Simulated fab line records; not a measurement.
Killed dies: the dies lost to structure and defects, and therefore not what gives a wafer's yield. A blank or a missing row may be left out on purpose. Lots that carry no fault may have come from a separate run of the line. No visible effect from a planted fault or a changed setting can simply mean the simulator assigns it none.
The tool behind it: which one?	flow gf180mcu	39 wafers from 13 lots sampled at 5 of the route's 602 steps

WHAT EACH GAUGE READ, for each wafer
GF_TOP_METAL_THK_MEAS_06: measures by xrf. Usual: TOP_METAL_ALCU_THK 902 nm, standard deviation 12.
lot	measured	on	TOP_METAL_ALCU_THK (nm)	flag
L656	day 27 14:15	film-metro-04	889 889 901	
L657	day 27 22:26	film-metro-01	891 907 892	
L660	day 28 21:38	film-metro-01	903 919 917	
L663	day 29 22:08	film-metro-04	903 905 900	
L665	day 30 00:16	film-metro-01	887 892 911	
L666	day 30 12:21	film-metro-01	892 881 888	
L672	day 32 07:22	film-metro-04	907 915 903	
L674	day 32 12:43	film-metro-03	907 906 904	
L675	day 32 22:37	film-metro-04	922 916 913	
L676	day 32 23:55	film-metro-01	905 888 899	
L677	day 33 05:06	film-metro-01	894 895 887	
L678	day 33 19:54	film-metro-01	880 881 881	
L679	day 33 21:29	film-metro-04	907 916 895	

GF_TOP_METAL_CD_MEAS_14: target cd 440 nm. Usual: cd-nm 440.3 nm, standard deviation 2.2.
lot	measured	on	cd-nm (nm)	flag
L656	day 28 09:33	cd-sem-02	439.5 439.5 440.7	
L657	day 28 18:02	cd-sem-02	441.2 439.5 440.7	
L660	day 29 16:25	cd-sem-01	443.9 440.5 440.7	
L663	day 30 16:05	cd-sem-02	435.0 434.7 434.9	
L665	day 30 19:00	cd-sem-02	424.1 423.0 424.8	OFF
L666	day 31 06:29	cd-sem-01	422.2 419.2 420.4	OFF
L672	day 32 23:13	cd-sem-01	439.6 441.5 442.0	
L674	day 33 04:41	cd-sem-01	443.7 443.1 442.3	
L675	day 33 14:08	cd-sem-02	437.6 437.4 440.5	
L676	day 33 15:22	cd-sem-01	440.9 439.7 440.0	
L677	day 33 20:50	cd-sem-02	439.2 438.0 438.1	
L678	day 34 11:07	cd-sem-01	439.2 439.2 438.6	
L679	day 34 11:58	cd-sem-01	444.9 444.0 442.6	

EACH LOT AND THE TOOL THAT RAN IT (in order: tool; ch and the chambers of the sampled wafers; start)
lot	GF_TOP_METAL_SPUTTER_01	GF_TOP_METAL_SPUTTER_03	GF_TOP_METAL_DEVELOP_13
L656	pvd-sputter-01, day 27 14:01	pvd-sputter-01, day 27 14:05	litho-track-01 ch 0, day 28 09:24
L657	pvd-sputter-04, day 27 22:11	pvd-sputter-04, day 27 22:16	litho-track-02 ch 0, day 28 17:54
L660	pvd-sputter-02, day 28 21:22	pvd-sputter-02, day 28 21:27	litho-track-02 ch 0, day 29 16:16
L663	pvd-sputter-01, day 29 21:53	pvd-sputter-01, day 29 21:58	litho-track-02 ch 0, day 30 15:57
L665	pvd-sputter-04, day 29 23:59	pvd-sputter-04, day 30 00:04	litho-track-01 ch 0, day 30 18:52
L666	pvd-sputter-02, day 30 12:07	pvd-sputter-02, day 30 12:11	litho-track-01 ch 0, day 31 06:20
L672	pvd-sputter-02, day 32 07:07	pvd-sputter-02, day 32 07:11	litho-track-02 ch 0, day 32 23:04
L674	pvd-sputter-01, day 32 12:28	pvd-sputter-01, day 32 12:33	litho-track-03 ch 0, day 33 04:32
L675	pvd-sputter-04, day 32 22:22	pvd-sputter-04, day 32 22:26	litho-track-02 ch 0, day 33 14:00
L676	pvd-sputter-04, day 32 23:40	pvd-sputter-04, day 32 23:44	litho-track-02 ch 0, day 33 15:13
L677	pvd-sputter-04, day 33 04:51	pvd-sputter-04, day 33 04:55	litho-track-02 ch 0, day 33 20:42
L678	pvd-sputter-01, day 33 19:40	pvd-sputter-01, day 33 19:44	litho-track-02 ch 0, day 34 10:58
L679	pvd-sputter-01, day 33 21:14	pvd-sputter-01, day 33 21:18	litho-track-01 ch 0, day 34 11:49
- GF_TOP_METAL_SPUTTER_01: material TiN, target thk 30 nm, time 25 s.
- GF_TOP_METAL_SPUTTER_03: material Ti, target thk 5 nm, time 3.3 s.
- GF_TOP_METAL_DEVELOP_13: develop time 60 s.

WHAT THE TOOLS THEMSELVES READ (means of the sampled wafers that have a number; where no wafer has one, the mark that the record gives instead)
GF_TOP_METAL_SPUTTER_01. Usual: throttle-valve-pct 30.3 %, standard deviation 1.
lot	tool	throttle-valve-pct (%)	flag
L656	pvd-sputter-01	29.3	
L657	pvd-sputter-04	30.4	
L660	pvd-sputter-02	30.3	
L663	pvd-sputter-01	31.5	
L665	pvd-sputter-04	30.7	
L666	pvd-sputter-02	29.9	
L672	pvd-sputter-02	30.1	
L674	pvd-sputter-01	30.7	
L675	pvd-sputter-04	30.1	
L676	pvd-sputter-04	30.9	
L677	pvd-sputter-04	29.5	
L678	pvd-sputter-01	30.0	
L679	pvd-sputter-01	30.4	

GF_TOP_METAL_SPUTTER_03. Usual: throttle-valve-pct 30.3 %, standard deviation 1.
lot	tool	throttle-valve-pct (%)	flag
L656	pvd-sputter-01	29.4	
L657	pvd-sputter-04	30.5	
L660	pvd-sputter-02	30.3	
L663	pvd-sputter-01	31.4	
L665	pvd-sputter-04	30.7	
L666	pvd-sputter-02	29.9	
L672	pvd-sputter-02	30.1	
L674	pvd-sputter-01	30.9	
L675	pvd-sputter-04	30.1	
L676	pvd-sputter-04	30.8	
L677	pvd-sputter-04	29.4	
L678	pvd-sputter-01	30.1	
L679	pvd-sputter-01	30.5	

GF_TOP_METAL_DEVELOP_13. Usual: exhaust-pa 45.0 Pa, standard deviation 0.8.
lot	tool	exhaust-pa (Pa)	flag
L656	litho-track-01	44.5	
L657	litho-track-02	44.8	
L660	litho-track-02	44.8	
L663	litho-track-02	44.9	
L665	litho-track-01	44.5	
L666	litho-track-01	45.8	
L672	litho-track-02	44.4	
L674	litho-track-03	44.6	
L675	litho-track-02	44.4	
L676	litho-track-02	44.8	
L677	litho-track-02	45.5	
L678	litho-track-02	45.4	
L679	litho-track-01	45.2	

THE ANSWER, worked out from the rows above alone
Rule: lot off if the mean of its wafers having a number is beyond 3 standard deviations from the usual mean. Also off: a lot with no number at a reading for which 4 or more lots have one. All remaining lots with rows at the step are treated as sound. After the gauges, taken in route order, come the tools' own readings; for these a lot's mean is taken, as printed above. At the first step where some lot is off, the reading lying furthest off is the one used; lots without a number count as furthest.
Off, at GF_TOP_METAL_CD_MEAS_14 on cd-nm: L665, L666.
A tool fits if, at a process step before that reading, it ran every lot that is off, and no sound lot after the first of them. Gauges at GF_TOP_METAL_CD_MEAS_14: tried the same way as those tools. Not one of the candidates tried fits.

WHAT HAD BEEN PUT IN BY THE SIMULATOR
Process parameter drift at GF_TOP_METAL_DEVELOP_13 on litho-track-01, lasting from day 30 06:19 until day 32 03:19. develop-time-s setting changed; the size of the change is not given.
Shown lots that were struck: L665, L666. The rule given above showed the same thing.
